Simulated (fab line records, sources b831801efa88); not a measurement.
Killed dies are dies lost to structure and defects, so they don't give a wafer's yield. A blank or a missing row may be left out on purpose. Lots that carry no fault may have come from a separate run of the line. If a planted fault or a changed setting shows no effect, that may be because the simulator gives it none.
Matching of chambers -- flow gf180mcu -- pecvd-02 running GF_V4_CVD_02: 3 sister chambers
The step deposits SiO2 from TEOS, target thk 850 nm, time 94.851 s. 3 wafers are shown with their chamber, then 9 later ones without.

## WAFERS, EACH WITH ITS CHAMBER
wafer,chamber,heater power w (W)
L813.1,0,718
L818.5,1,718
L818.6,2,546

## WAFERS WITH NO CHAMBER GIVEN
wafer,heater power w (W)
L822.1,545
L822.4,716
L822.5,453
L823.1,551
L823.3,719
L823.6,445
L826.1,662
L826.3,554
L826.5,570

## EACH ONE'S CHAMBER
wafer,from the rows above,in truth
L822.1,2,2
L822.4,can't be placed: 0 or 1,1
L822.5,2,2
L823.1,2,2
L823.3,can't be placed: 0 or 1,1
L823.6,2,2
L826.1,can't be placed: 0 or 1 or 2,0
L826.3,2,2
L826.5,2,2
Correct placement for 6 of the 9. From these rows, 3 cannot be placed; in 3 the true chamber is one of the candidates. Placed wrongly: 0.
How it was worked out, from the rows above alone: a wafer's distance from a chamber is the root of the sum, over the readings, of the square of ((its reading less the chamber's mean) divided by the reading's scatter). If the next closest chamber is less than 2 further off than the closest, the wafer can't be placed; otherwise it belongs to the closest. For every chamber, the mean is computed from those of its wafers that are shown. The scatter: root of mean squared gap, hidden wafer to nearest shown wafer, with one shown wafer a chamber.
